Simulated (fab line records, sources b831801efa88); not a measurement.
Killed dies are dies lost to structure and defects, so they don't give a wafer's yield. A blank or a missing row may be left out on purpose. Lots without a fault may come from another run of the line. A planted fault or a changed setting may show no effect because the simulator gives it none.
fab line records | flow gf180mcu
record lots=5 wafers=15 last_day=34
route steps=602 shown CONTACT@290 M1@315
lots that met no fault: from a run of the same line without faults
start_h: hours from the record's first day to the start of the lot's first wafer shown | wait_h: hours since the lot's step before | " the same as in the row above | L1.1+2: a row that stands for several wafers | - no value, or no start given | * or withheld: withheld | < > ~ a bound
route shown NAME@n: a module of which the file shows steps, and the number in the route of the first | usual: mean/standard deviation of fault-free wafers | same: alike in all rows | chamber/n: place in a boat | sites: the reading at each site | _std_site: their standard deviation | _edge_site: outer sites' mean less inner sites' | radius_mm: how far each site lies from the wafer's centre | mask NAME#n: copy n | behind: the tool/chamber that last shaped the wafer | hold: why the lot was held/for how many hours/how that ended | device: the transistor (n, p or np) that didn't switch | end of line: the same wafers' tests at the end of the route | a step without rows: its recipe alone | killed: dies lost to structure and defects at the first sort, not the wafer's yield | map: a wafer's dies, x killed, . not, _ none there
set.NAME: the setting as run; set.NAME@STEP: as run at that earlier step | model.NAME: the simulator's own value behind a step, which no gauge read
lots at some steps of the route; a table a step, a row a wafer
services: from which hour (start_h, from the record's first day; less than 0 if before it) a tool's chamber was out of use, for how many hours, and why
## steps
# step GF_CONTACT_THK_MEAS_03
# recipe reads=SiO2_of_CONTACT_CVD_02
# usual CONTACT_CVD_02_THK=856/12
# columns lot.wafer tool chamber start_h wait_h CONTACT_CVD_02_THK[nm]
L080.1 film_metro-02 - 394.08 0.0 848
L080.4 " - " " 867
L080.6 " - " " 861
L081.1 film_metro-01 - 405.80 0.0 854
L081.2 " - " " 851
L081.4 " - " " 859
L085.2 film_metro-01 - 443.94 0.0 863
L085.4 " - " " 862
L085.6 " - " " 870
L092.1 film_metro-01 - 496.09 0.0 856
L092.3 " - " " 873
L092.4 " - " " 884
L095.1 film_metro-02 - 524.15 0.0 850
L095.4 " - " " 868
L095.6 " - " " 872
# step GF_CONTACT_CMP_04
# recipe material=SiO2 down_force_psi=4 platen_rpm=60 pad_velocity_m_s=0.94248
# usual motor_current_A=11.7/1 time_to_endpoint_s=112/6.9
# columns lot.wafer tool chamber start_h wait_h motor_current_A time_to_endpoint_s
L080.4 cmp-01 0 394.19 0.1 10.8 109
L080.1 " 1 " " 12.5 110
L080.6 " 3 " " 11.9 116
L081.1 cmp-02 1 405.86 0.1 10.0 115
L081.2 " 2 " " 12.1 118
L081.4 " 0 " " 12.9 118
L085.4 cmp-01 1 443.99 0.0 12.2 111
L085.2 " 3 " " 12.0 113
L085.6 " 1 " " 12.0 117
L092.3 cmp-02 1 496.20 0.1 9.8 114
L092.1 " 2 " " 12.7 113
L092.4 " 3 " " 12.1 121
L095.4 cmp-02 2 524.26 0.1 12.0 123
L095.1 " 3 " " 11.8 107
L095.6 " 1 " " 9.7 119
# step GF_CONTACT_BOW_MEAS_05
# recipe mode=bow
# usual CONTACT_BOW=66/6.7
# columns lot.wafer tool chamber start_h wait_h CONTACT_BOW[um]
L080.1 film_metro-01 - 394.44 0.1 60
L080.4 " - " " 63
L080.6 " - " " 56
L081.1 film_metro-02 - 406.16 0.2 54
L081.2 " - " " 63
L081.4 " - " " 60
L085.2 film_metro-04 - 444.31 0.2 69
L085.4 " - " " 61
L085.6 " - " " 60
L092.1 film_metro-04 - 496.45 0.1 72
L092.3 " - " " 74
L092.4 " - " " 75
L095.1 film_metro-04 - 524.51 0.1 66
L095.4 " - " " 52
L095.6 " - " " 60
# step GF_CONTACT_DEHYDRATE_06
# recipe temp_c=200 time_s=60
# usual heater_power_total_W=160.38/0.13 plate_temp_C=200.01/0.15
# columns lot.wafer tool chamber start_h wait_h heater_power_total_W plate_temp_C
L080.1 litho_track-02 0 405.80 11.3 160.37 200.02
L080.4 " 0 " " 160.56 199.89
L080.6 " 0 " " 160.19 200.18
L081.1 litho_track-02 0 418.25 12.1 160.26 199.90
L081.2 " 0 " " 160.50 200.03
L081.4 " 0 " " 160.32 199.91
L085.2 litho_track-03 0 455.78 11.4 160.10 199.74
L085.4 " 0 " " 160.53 200.06
L085.6 " 0 " " 160.40 200.15
L092.1 litho_track-02 0 507.65 11.2 160.53 200.08
L092.3 " 0 " " 160.32 200.02
L092.4 " 0 " " 160.32 200.14
L095.1 litho_track-03 0 535.31 10.8 160.15 200.11
L095.4 " 0 " " 160.31 199.93
L095.6 " 0 " " 160.21 199.99
# step GF_CONTACT_HMDS_07
# recipe prime_time_s=60 prime_temp_c=120
# columns lot.wafer tool chamber start_h wait_h
L080.1+4+6 litho_track-02 0 405.95 0.1
L081.1+2+4 litho_track-02 0 418.40 0.1
L085.2+4+6 litho_track-03 0 455.93 0.1
L092.1+3+4 litho_track-02 0 507.80 0.1
L095.1+4+6 litho_track-03 0 535.46 0.1
# step GF_CONTACT_COAT_08
# recipe resist=BARC temp_c=withheld time_s=withheld spin_rpm=withheld resist_thk_nm=withheld
# columns lot.wafer tool chamber start_h wait_h
L080.1+4+6 litho_track-02 0 406.10 0.1
L081.1+2+4 litho_track-02 0 418.55 0.1
L085.2+4+6 litho_track-03 0 456.08 0.1
L092.1+3+4 litho_track-02 0 507.95 0.1
L095.1+4+6 litho_track-03 0 535.61 0.1
# step GF_CONTACT_COAT_09
# recipe resist=KrF spin_rpm=withheld resist_thk_nm=1000
# columns lot.wafer tool chamber start_h wait_h
L080.1+4+6 litho_track-02 0 - -
L081.1+2+4 litho_track-02 0 - -
L085.2+4+6 litho_track-03 0 - -
L092.1+3+4 litho_track-02 0 - -
L095.1+4+6 litho_track-03 0 - -
# step GF_CONTACT_SOFTBAKE_10
# recipe temp_c=130 time_s=60 resist=KrF
# usual heater_power_total_W=93.05/0.061 plate_temp_C=130.02/0.14
# columns lot.wafer tool chamber start_h wait_h heater_power_total_W plate_temp_C
L080.1 litho_track-02 0 - - 93.12 130.06
L080.4 " 0 " " 93.10 129.96
L080.6 " 0 " " 92.97 130.17
L081.1 litho_track-02 0 - - 92.98 129.88
L081.2 " 0 " " 93.07 130.19
L081.4 " 0 " " 93.06 129.96
L085.2 litho_track-03 0 - - 93.05 130.07
L085.4 " 0 " " 93.11 129.97
L085.6 " 0 " " 93.08 129.98
L092.1 litho_track-02 0 - - 93.04 129.93
L092.3 " 0 " " 93.03 129.86
L092.4 " 0 " " 92.96 130.02
L095.1 litho_track-03 0 - - 93.08 130.03
L095.4 " 0 " " 93.03 129.94
L095.6 " 0 " " 93.05 130.11
# step GF_CONTACT_EXPOSE_11
# recipe mask_id=Contact target_cd_nm=220 na=0.68 source_shape=conventional sigma_outer=0.6 dose_mj=38
# usual reticle_temp_C=23.01/0.094 stage_vel_mm_s=499.99/0.24
# columns lot.wafer tool chamber start_h wait_h mask reticle_temp_C stage_vel_mm_s
L080.1 krf_scanner-01 0 - - Contact#0 22.79 499.96
L080.4 " 0 " " Contact#0 22.76 499.99
L080.6 " 0 " " Contact#0 23.03 500.03
L081.1 krf_scanner-02 0 - - Contact#0 23.09 500.34
L081.2 " 0 " " Contact#0 23.11 500.15
L081.4 " 0 " " Contact#0 22.94 500.14
L085.2 krf_scanner-02 0 - - Contact#0 23.00 499.73
L085.4 " 0 " " Contact#0 23.03 500.22
L085.6 " 0 " " Contact#0 23.03 500.13
L092.1 krf_scanner-02 0 - - Contact#0 22.98 499.51
L092.3 " 0 " " Contact#0 23.05 499.77
L092.4 " 0 " " Contact#0 22.94 500.16
L095.1 krf_scanner-01 0 - - Contact#0 23.03 500.15
L095.4 " 0 " " Contact#0 23.03 499.84
L095.6 " 0 " " Contact#0 23.14 500.22
# step GF_CONTACT_PEB_12
# recipe peb_temp_c=135 peb_time_s=90 resist=KrF
# usual heater_power_total_W=85.70/0.087 plate_temp_C=134.99/0.14
# columns lot.wafer tool chamber start_h wait_h heater_power_total_W plate_temp_C
L080.1 litho_track-03 0 - - 85.64 134.83
L080.4 " 0 " " 85.71 134.89
L080.6 " 0 " " 85.85 135.14
L081.1 litho_track-01 0 - - 85.74 134.90
L081.2 " 0 " " 85.57 134.90
L081.4 " 0 " " 85.67 134.70
L085.2 litho_track-02 0 - - 85.70 135.14
L085.4 " 0 " " 85.66 135.09
L085.6 " 0 " " 85.81 134.93
L092.1 litho_track-02 0 - - 85.66 135.06
L092.3 " 0 " " 85.71 135.09
L092.4 " 0 " " 85.76 134.98
L095.1 litho_track-02 0 - - 85.83 135.14
L095.4 " 0 " " 85.65 134.98
L095.6 " 0 " " 85.73 134.92
# step GF_CONTACT_DEVELOP_13
# recipe develop_time_s=60 resist=KrF dev_temp_c=21
# columns lot.wafer tool chamber start_h wait_h
L080.1+4+6 litho_track-03 0 418.71 0.2
L081.1+2+4 litho_track-01 0 430.85 0.2
L085.2+4+6 litho_track-02 0 468.12 0.2
L092.1+3+4 litho_track-02 0 519.90 0.2
L095.1+4+6 litho_track-02 0 546.85 0.2
# step GF_CONTACT_CD_MEAS_14
# recipe target_cd_nm=220
# usual cd_nm=220.1/1
# columns lot.wafer tool chamber start_h wait_h cd_nm
L080.1 cd_sem-01 - 418.86 0.1 220.3
L080.4 " - " " 219.2
L080.6 " - " " 220.7
L081.1 cd_sem-01 - 431.00 0.1 220.6
L081.2 " - " " 220.2
L081.4 " - " " 220.4
L085.2 cd_sem-02 - 468.27 0.1 219.5
L085.4 " - " " 219.6
L085.6 " - " " 219.2
L092.1 cd_sem-02 - 520.05 0.1 219.7
L092.3 " - " " 219.4
L092.4 " - " " 219.8
L095.1 cd_sem-02 - 547.00 0.1 221.0
L095.4 " - " " 221.4
L095.6 " - " " 221.8
# step GF_CONTACT_OVL_MEAS_15
# usual CONTACT_OVL=-1/4.5
# columns lot.wafer tool chamber start_h wait_h CONTACT_OVL[nm]
L080.1 overlay-02 - 418.98 0.1 -3
L080.4 " - " " 2
L080.6 " - " " 0
L081.1 overlay-01 - 431.12 0.1 7
L081.2 " - " " 5
L081.4 " - " " 9
L085.2 overlay-02 - 468.37 0.1 1
L085.4 " - " " 3
L085.6 " - " " 0
L092.1 overlay-01 - 520.17 0.1 -10
L092.3 " - " " -5
L092.4 " - " " -5
L095.1 overlay-02 - 547.12 0.1 0
L095.4 " - " " -2
L095.6 " - " " 1
# step GF_CONTACT_ETCH_16
# recipe chemistry=N2/H2 target_depth_a=withheld overetch_a=withheld time_s=withheld target=BARC ion_energy_ev=200 source_w=500 bias_w=100 pressure_mtorr=30 n2_flow_sccm=100 h2_flow_sccm=200
# usual drypump_motor_current_A=5.9/0.42 oes_product_au=0.855/0.0048 throttle_valve_pct=13.226/0.0094
# columns lot.wafer tool chamber start_h wait_h drypump_motor_current_A oes_product_au throttle_valve_pct
L080.1 rie_diel-02 1 419.01 0.0 5.6 0.859 13.220
L080.4 " 1 " " 5.6 0.850 13.237
L080.6 " 0 " " 5.5 0.858 13.214
L081.1 rie_diel-04 0 431.15 0.0 5.7 0.865 13.235
L081.2 " 1 " " 5.6 0.862 13.207
L081.4 " 2 " " 5.3 0.853 13.208
L085.2 rie_diel-02 3 468.40 0.0 6.6 0.852 13.219
L085.4 " 2 " " 6.1 0.850 13.236
L085.6 " 3 " " 6.6 0.862 13.217
L092.1 rie_diel-02 2 520.20 0.0 6.1 0.854 13.227
L092.3 " 0 " " 5.5 0.858 13.217
L092.4 " 0 " " 5.5 0.856 13.220
L095.1 rie_diel-04 1 547.15 0.0 5.6 0.858 13.230
L095.4 " 2 " " 5.3 0.850 13.229
L095.6 " 2 " " 5.3 0.860 13.233
# step GF_CONTACT_ETCH_17
# recipe chemistry=C4F8/O2/Ar mask_material=KrF target=SiO2 stop_on=CoSi2 source_w=1534 bias_w=1200 pressure_mtorr=40 c4f8_flow_sccm=withheld O2_flow_sccm=6 Ar_flow_sccm=300 time_s=withheld target_depth_a=8600
# usual oes_product_au=0.815/0.0048
# columns lot.wafer tool chamber start_h wait_h oes_product_au
L080.1 rie_diel-02 1 - - 0.815
L080.4 " 1 " " 0.817
L080.6 " 0 " " 0.809
L081.1 rie_diel-04 0 - - 0.814
L081.2 " 1 " " 0.825
L081.4 " 2 " " 0.817
L085.2 rie_diel-02 3 - - 0.820
L085.4 " 2 " " 0.815
L085.6 " 3 " " 0.816
L092.1 rie_diel-02 2 - - 0.818
L092.3 " 0 " " 0.813
L092.4 " 0 " " 0.820
L095.1 rie_diel-04 1 - - 0.813
L095.4 " 2 " " 0.818
L095.6 " 2 " " 0.817
# step GF_CONTACT_STRIP_18
# recipe chemistry=O2/N2 power_w=1400 pressure_mtorr=1500 platen_temp_c=250 o2_flow_sccm=3000 n2_flow_sccm=300 overash_fraction=0.5
# usual drypump_motor_current_A=5.9/0.41 heater_power_w=315/13 oes_product_au=0.580/0.0051
# columns lot.wafer tool chamber start_h wait_h drypump_motor_current_A heater_power_w oes_product_au rf_hours_counter_h
L080.1 plasma_asher-04 0 419.18 - 6.3 331 0.574 78
L080.4 " 0 " " 6.3 334 0.577 -
L080.6 " 0 " " 6.3 324 0.579 -
L081.1 plasma_asher-03 1 431.32 - 5.1 303 0.581 0
L081.2 " 0 " " 5.9 321 0.584 0
L081.4 " 0 " " 5.9 324 0.580 -
L085.2 plasma_asher-02 1 468.57 - 6.2 333 0.570 64
L085.4 " 1 " " 6.1 324 0.578 -
L085.6 " 0 " " 5.7 302 0.585 -
L092.1 plasma_asher-02 0 520.36 - 5.6 289 0.572 70
L092.3 " 1 " " 6.2 313 0.583 -
L092.4 " 0 " " 5.7 305 0.585 -
L095.1 plasma_asher-04 1 547.31 - 6.2 313 0.577 91
L095.4 " 1 " " 6.2 312 0.589 -
L095.6 " 1 " " 6.2 305 0.593 -
# step GF_CONTACT_CLEAN_19
# recipe chemistry=SPM
# columns lot.wafer tool chamber start_h wait_h
L080.1+4+6 wet_bench-03 0 419.28 0.1
L081.1+2+4 wet_bench-01 0 431.42 0.1
L085.2+4+6 wet_bench-02 2 468.67 0.1
L092.1+3+4 wet_bench-02 1 520.46 0.1
L095.1+4+6 wet_bench-01 3 547.41 0.1
# step GF_CONTACT_CLEAN_20
# recipe chemistry=DIW
# columns lot.wafer tool chamber start_h wait_h
L080.1+4+6 wet_bench-01 2 419.37 0.0
L081.1+2+4 wet_bench-03 0 431.51 0.0
L085.2+4+6 wet_bench-03 1 468.76 0.0
L092.1+3+4 wet_bench-03 1 520.56 0.0
L095.1+4+6 wet_bench-03 2 547.60 0.0
# step GF_CONTACT_CLEAN_21
# recipe chemistry=dHF time_s=20 dilution=100:1 dry=ipa_marangoni
# columns lot.wafer tool chamber start_h wait_h
L080.1+4+6 wet_bench-02 0 419.46 0.0
L081.1+2+4 wet_bench-02 1 431.61 0.0
L085.2+4+6 wet_bench-02 1 468.85 0.0
L092.1+3+4 wet_bench-02 2 520.65 0.0
L095.1+4+6 wet_bench-01 3 547.70 0.0
# step GF_CONTACT_SPUTTER_22
# recipe material=Ti target_thk_nm=15 chamber_pressure_pa=5 power_w=2500 substrate_temp_c=200 time_s=80.02
# usual throttle_valve_pct=29.6/0.49
# columns lot.wafer tool chamber start_h wait_h throttle_valve_pct
L080.1 pvd_sputter-02 - 419.48 0.0 29.5
L080.4 " - " " 29.6
L080.6 " - " " 29.3
L081.1 pvd_sputter-02 - 431.62 0.0 29.2
L081.2 " - " " 29.7
L081.4 " - " " 29.7
L085.2 pvd_sputter-01 - 468.86 0.0 29.5
L085.4 " - " " 28.8
L085.6 " - " " 29.1
L092.1 pvd_sputter-02 - 520.66 0.0 29.2
L092.3 " - " " 29.5
L092.4 " - " " 29.6
L095.1 pvd_sputter-02 - 547.73 0.0 29.5
L095.4 " - " " 28.9
L095.6 " - " " 29.5
# step GF_CONTACT_SPUTTER_23
# recipe material=TiN target_thk_nm=10 chamber_pressure_pa=5 power_w=4000 time_s=40
# usual throttle_valve_pct=29.6/0.49
# columns lot.wafer tool chamber start_h wait_h throttle_valve_pct
L080.1 pvd_sputter-02 - 419.54 0.0 29.7
L080.4 " - " " 29.7
L080.6 " - " " 29.6
L081.1 pvd_sputter-02 - 431.69 0.0 29.2
L081.2 " - " " 29.8
L081.4 " - " " 29.7
L085.2 pvd_sputter-01 - 468.92 0.0 29.1
L085.4 " - " " 28.9
L085.6 " - " " 29.4
L092.1 pvd_sputter-02 - 520.72 0.0 28.9
L092.3 " - " " 29.2
L092.4 " - " " 29.4
L095.1 pvd_sputter-02 - 547.79 0.0 29.7
L095.4 " - " " 29.2
L095.6 " - " " 29.3
# step GF_CONTACT_CVD_24
# recipe material=W target_thk_nm=300 time_s=90.339 temp_c=400 pressure_torr=41.41
# usual heater_power_w=826/84
# columns lot.wafer tool chamber start_h wait_h heater_power_w since_wet_clean_h
L080.1 cvd_w-01 0 419.58 0.0 927 516
L080.4 " 0 " " 942 -
L080.6 " 1 " " 720 -
L081.1 cvd_w-02 0 431.72 0.0 832 28
L081.2 " 1 " " 826 28
L081.4 " 0 " " 835 -
L085.2 cvd_w-01 0 468.96 0.0 911 565
L085.4 " 1 " " 709 -
L085.6 " 1 " " 713 -
L092.1 cvd_w-01 1 520.76 0.0 712 617
L092.3 " 0 " " 926 -
L092.4 " 1 " " 704 -
L095.1 cvd_w-01 1 547.83 0.0 721 644
L095.4 " 0 " " 928 -
L095.6 " 0 " " 917 -
# step GF_CONTACT_RS_MEAS_25
# recipe thk_meas_gauge=four-point-probe reads=W_of_CONTACT_CVD_24+TiN_of_CONTACT_SPUTTER_23+Ti_of_CONTACT_SPUTTER_22
# usual CONTACT_W_RS=0.373/0.0053
# columns lot.wafer tool chamber start_h wait_h CONTACT_W_RS[ohm/sq]
L080.1 film_metro-01 - 419.68 0.1 0.372
L080.4 " - " " 0.376
L080.6 " - " " 0.373
L081.1 film_metro-04 - 431.82 0.1 0.372
L081.2 " - " " 0.362
L081.4 " - " " 0.374
L085.2 film_metro-04 - 469.08 0.1 0.378
L085.4 " - " " 0.375
L085.6 " - " " 0.376
L092.1 film_metro-04 - 520.86 0.1 0.374
L092.3 " - " " 0.374
L092.4 " - " " 0.375
L095.1 film_metro-02 - 547.97 0.1 0.381
L095.4 " - " " 0.379
L095.6 " - " " 0.376
# step GF_CONTACT_THK_MEAS_26
# recipe thk_meas_gauge=xrf reads=W_of_CONTACT_CVD_24
# usual CONTACT_W_THK=315/6
# columns lot.wafer tool chamber start_h wait_h CONTACT_W_THK[nm]
L080.1 film_metro-01 - 419.80 0.1 311
L080.4 " - " " 307
L080.6 " - " " 309
L081.1 film_metro-04 - 431.94 0.1 317
L081.2 " - " " 328
L081.4 " - " " 314
L085.2 film_metro-04 - 469.19 0.1 309
L085.4 " - " " 311
L085.6 " - " " 311
L092.1 film_metro-04 - 520.98 0.1 311
L092.3 " - " " 313
L092.4 " - " " 311
L095.1 film_metro-02 - 548.09 0.1 315
L095.4 " - " " 316
L095.6 " - " " 319
# step GF_CONTACT_CMP_27
# recipe stop_on=SiO2 down_force_psi=3.5 platen_rpm=60 t_overpolish_s=15 target_thk_nm=0 pad_velocity_m_s=0.94248
# usual motor_current_A=10.7/0.93 overpolish_run_s=15.000/0.0092 time_to_endpoint_s=78/4.5
# columns lot.wafer tool chamber start_h wait_h motor_current_A overpolish_run_s time_to_endpoint_s
L080.1 cmp-01 0 419.86 0.1 9.9 14.986 74
L080.4 " 1 " " 11.5 14.996 75
L080.6 " 1 " " 11.2 14.997 77
L081.4 cmp-02 2 432.00 0.0 10.8 15.002 82
L081.2 " 0 " " 12.3 14.980 86
L081.1 " 1 " " 9.4 15.001 80
L085.4 cmp-02 3 469.24 0.0 11.0 14.999 78
L085.2 " 2 " " 11.0 14.991 82
L085.6 " 0 " " 11.5 15.009 83
L092.4 cmp-02 3 521.04 0.0 11.1 14.992 80
L092.3 " 1 " " 9.5 14.994 80
L092.1 " 2 " " 10.7 15.006 82
L095.1 cmp-01 2 548.15 0.1 10.1 15.005 77
L095.4 " 0 " " 9.9 14.981 68
L095.6 " 3 " " 10.9 15.005 73
# step GF_M1_SPUTTER_00
# recipe material=Ti target_thk_nm=37.5 arriving_ion_energy_ev=80 substrate_temp_c=200 chamber_pressure_pa=2 power_w=4000 time_s=150
# usual throttle_valve_pct=29.3/0.99
# columns lot.wafer tool chamber start_h wait_h throttle_valve_pct
L080.1 pvd_sputter-03 - 420.16 0.2 30.1
L080.4 " - " " 30.0
L080.6 " - " " 29.3
L081.1 pvd_sputter-04 - 432.30 0.1 28.7
L081.2 " - " " 30.9
L081.4 " - " " 29.1
L085.2 pvd_sputter-02 - 469.54 0.1 29.4
L085.4 " - " " 29.7
L085.6 " - " " 29.4
L092.1 pvd_sputter-03 - 521.34 0.1 29.0
L092.3 " - " " 31.4
L092.4 " - " " 30.2
L095.1 pvd_sputter-04 - 548.45 0.2 28.0
L095.4 " - " " 29.1
L095.6 " - " " 30.8
# step GF_M1_SPUTTER_01
# recipe material=TiN target_thk_nm=30 power_w=6500 time_s=25 chamber_pressure_pa=0.4
# usual throttle_valve_pct=29.3/1
# columns lot.wafer tool chamber start_h wait_h throttle_valve_pct
L080.1 pvd_sputter-03 - 420.26 0.1 30.2
L080.4 " - " " 30.2
L080.6 " - " " 29.1
L081.1 pvd_sputter-04 - 432.40 0.1 28.3
L081.2 " - " " 30.6
L081.4 " - " " 29.3
L085.2 pvd_sputter-02 - 469.64 0.1 29.4
L085.4 " - " " 29.7
L085.6 " - " " 29.2
L092.1 pvd_sputter-03 - 521.44 0.1 29.1
L092.3 " - " " 31.2
L092.4 " - " " 30.2
L095.1 pvd_sputter-04 - 548.55 0.1 27.7
L095.4 " - " " 29.2
L095.6 " - " " 30.8
# step GF_M1_SPUTTER_02
# recipe material=AlCu target_thk_nm=450 power_w=10600 time_s=23.9 chamber_pressure_pa=0.4
# usual throttle_valve_pct=29.3/0.99
# columns lot.wafer tool chamber start_h wait_h throttle_valve_pct
L080.1 pvd_sputter-03 - 420.29 0.0 29.8
L080.4 " - " " 30.3
L080.6 " - " " 29.0
L081.1 pvd_sputter-04 - 432.43 0.0 28.8
L081.2 " - " " 30.8
L081.4 " - " " 29.2
L085.2 pvd_sputter-02 - 469.67 0.0 29.5
L085.4 " - " " 29.8
L085.6 " - " " 29.5
L092.1 pvd_sputter-03 - 521.47 0.0 29.3
L092.3 " - " " 31.6
L092.4 " - " " 30.0
L095.1 pvd_sputter-04 - 548.58 0.0 27.9
L095.4 " - " " 29.3
L095.6 " - " " 30.6
# step GF_M1_SPUTTER_03
# recipe material=Ti target_thk_nm=10 substrate_temp_c=300 chamber_pressure_pa=0.3 power_w=3000 time_s=6.7
# usual throttle_valve_pct=29.3/0.99
# columns lot.wafer tool chamber start_h wait_h throttle_valve_pct
L080.1 pvd_sputter-03 - 420.32 0.0 30.1
L080.4 " - " " 30.2
L080.6 " - " " 29.4
L081.1 pvd_sputter-04 - 432.46 0.0 28.6
L081.2 " - " " 30.9
L081.4 " - " " 29.0
L085.2 pvd_sputter-02 - 469.70 0.0 29.7
L085.4 " - " " 29.9
L085.6 " - " " 29.0
L092.1 pvd_sputter-03 - 521.50 0.0 29.4
L092.3 " - " " 31.3
L092.4 " - " " 30.4
L095.1 pvd_sputter-04 - 548.61 0.0 27.6
L095.4 " - " " 29.3
L095.6 " - " " 30.7
# step GF_M1_SPUTTER_04
# recipe material=TiN target_thk_nm=50 power_w=6500 time_s=41.7 chamber_pressure_pa=0.4
# usual throttle_valve_pct=29.3/1
# columns lot.wafer tool chamber start_h wait_h throttle_valve_pct
L080.1 pvd_sputter-03 - 420.34 0.0 29.5
L080.4 " - " " 30.3
L080.6 " - " " 29.3
L081.1 pvd_sputter-04 - 432.49 0.0 28.6
L081.2 " - " " 30.6
L081.4 " - " " 29.4
L085.2 pvd_sputter-02 - 469.72 0.0 29.5
L085.4 " - " " 29.8
L085.6 " - " " 29.3
L092.1 pvd_sputter-03 - 521.52 0.0 29.2
L092.3 " - " " 31.4
L092.4 " - " " 30.2
L095.1 pvd_sputter-04 - 548.63 0.0 27.8
L095.4 " - " " 29.1
L095.6 " - " " 30.6
# step GF_M1_RS_MEAS_05
# recipe thk_meas_gauge=four-point-probe reads=TiN_of_M1_SPUTTER_04+Ti_of_M1_SPUTTER_03+AlCu_of_M1_SPUTTER_02+TiN_of_M1_SPUTTER_01+Ti_of_M1_SPUTTER_00
# usual M1_ALCU_RS=0.0693/0.00082
# columns lot.wafer tool chamber start_h wait_h M1_ALCU_RS[ohm/sq]
L080.1 film_metro-01 - 420.38 0.0 0.0684
L080.4 " - " " 0.0691
L080.6 " - " " 0.0698
L081.1 film_metro-01 - 432.52 0.0 0.0684
L081.2 " - " " 0.0699
L081.4 " - " " 0.0689
L085.2 film_metro-04 - 469.78 0.0 0.0696
L085.4 " - " " 0.0686
L085.6 " - " " 0.0688
L092.1 film_metro-03 - 521.56 0.0 0.0696
L092.3 " - " " 0.0710
L092.4 " - " " 0.0692
L095.1 film_metro-01 - 548.67 0.0 0.0706
L095.4 " - " " 0.0690
L095.6 " - " " 0.0708
# step GF_M1_THK_MEAS_06
# recipe thk_meas_gauge=xrf reads=AlCu_of_M1_SPUTTER_02
# usual M1_ALCU_THK=446/6.2
# columns lot.wafer tool chamber start_h wait_h M1_ALCU_THK[nm]
L080.1 film_metro-01 - 420.50 0.1 449
L080.4 " - " " 446
L080.6 " - " " 443
L081.1 film_metro-01 - 432.64 0.1 450
L081.2 " - " " 441
L081.4 " - " " 445
L085.2 film_metro-04 - 469.89 0.1 444
L085.4 " - " " 452
L085.6 " - " " 447
L092.1 film_metro-03 - 521.68 0.1 446
L092.3 " - " " 438
L092.4 " - " " 448
L095.1 film_metro-01 - 548.79 0.1 435
L095.4 " - " " 447
L095.6 " - " " 436
# step GF_M1_DEHYDRATE_07
# recipe temp_c=200 time_s=60
# usual heater_power_total_W=160.38/0.13 plate_temp_C=199.96/0.16
# columns lot.wafer tool chamber start_h wait_h heater_power_total_W plate_temp_C
L080.1 litho_track-03 0 432.11 11.6 160.64 199.69
L080.4 " 0 " " 160.44 199.89
L080.6 " 0 " " 160.20 199.92
L081.1 litho_track-03 0 444.41 11.8 160.35 199.76
L081.2 " 0 " " 160.32 200.20
L081.4 " 0 " " 160.24 199.86
L085.2 litho_track-03 0 481.53 11.6 160.39 199.99
L085.4 " 0 " " 160.39 199.97
L085.6 " 0 " " 160.49 200.01
L092.1 litho_track-03 0 532.51 10.8 160.29 200.13
L092.3 " 0 " " 160.62 199.76
L092.4 " 0 " " 160.44 199.85
L095.1 litho_track-01 0 559.55 10.7 160.46 200.03
L095.4 " 0 " " 160.23 199.84
L095.6 " 0 " " 160.22 200.05
# step GF_M1_HMDS_08
# recipe prime_time_s=60 prime_temp_c=120
# columns lot.wafer tool chamber start_h wait_h
L080.1+4+6 litho_track-03 0 432.26 0.1
L081.1+2+4 litho_track-03 0 444.56 0.1
L085.2+4+6 litho_track-03 0 481.68 0.1
L092.1+3+4 litho_track-03 0 532.66 0.1
L095.1+4+6 litho_track-01 0 559.70 0.1
# step GF_M1_COAT_09
# recipe resist=KrF spin_rpm=withheld resist_thk_nm=1000
# columns lot.wafer tool chamber start_h wait_h
L080.1+4+6 litho_track-03 0 432.41 0.1
L081.1+2+4 litho_track-03 0 444.71 0.1
L085.2+4+6 litho_track-03 0 481.83 0.1
L092.1+3+4 litho_track-03 0 532.81 0.1
L095.1+4+6 litho_track-01 0 559.85 0.1
# step GF_M1_SOFTBAKE_10
# recipe temp_c=130 time_s=60 resist=KrF
# usual heater_power_total_W=93.05/0.057 plate_temp_C=129.98/0.14
# columns lot.wafer tool chamber start_h wait_h heater_power_total_W plate_temp_C
L080.1 litho_track-03 0 432.56 0.1 93.07 130.03
L080.4 " 0 " " 93.09 130.00
L080.6 " 0 " " 93.03 129.84
L081.1 litho_track-03 0 444.86 0.1 93.13 129.78
L081.2 " 0 " " 93.08 129.70
L081.4 " 0 " " 93.03 129.72
L085.2 litho_track-03 0 481.98 0.1 93.03 129.67
L085.4 " 0 " " 92.99 129.89
L085.6 " 0 " " 93.14 130.01
L092.1 litho_track-03 0 532.96 0.1 93.07 129.87
L092.3 " 0 " " 93.08 130.39
L092.4 " 0 " " 93.08 130.24
L095.1 litho_track-01 0 560.00 0.1 93.04 129.96
L095.4 " 0 " " 93.01 129.87
L095.6 " 0 " " 93.05 130.11
## services
# columns tool chamber start_h hours kind
cmp-02 - 376.04 1.6 repair
rie_diel-02 - 377.52 28.1 pm
cmp-02 - 382.24 1.5 repair
rie_diel-04 2 394.69 6.4 repair
cmp-01 - 404.05 4.0 pm
rie_diel-04 2 405.89 1.3 repair
cmp-01 - 407.73 0.3 repair
pvd_sputter-03 - 409.77 2.7 repair
pvd_sputter-03 - 425.99 5.9 repair
cmp-02 - 426.71 0.7 repair
pvd_sputter-03 - 428.41 1.0 repair
cmp-02 - 428.71 0.8 repair
rie_diel-02 1 429.07 2.6 repair
pvd_sputter-03 - 451.06 2.8 repair
cmp-02 - 451.25 3.4 repair
cmp-01 - 459.50 4.1 repair
rie_diel-02 1 459.62 65.1 repair
cmp-01 - 461.23 1.6 repair
rie_diel-02 2 462.26 2.6 repair
pvd_sputter-02 - 479.62 2.6 repair
wet_bench-02 - 485.29 1.9 pm
pvd_sputter-02 - 532.14 1.9 repair
pvd_sputter-03 - 538.18 0.5 repair
cmp-02 - 544.26 2.0 repair
## key
fault none
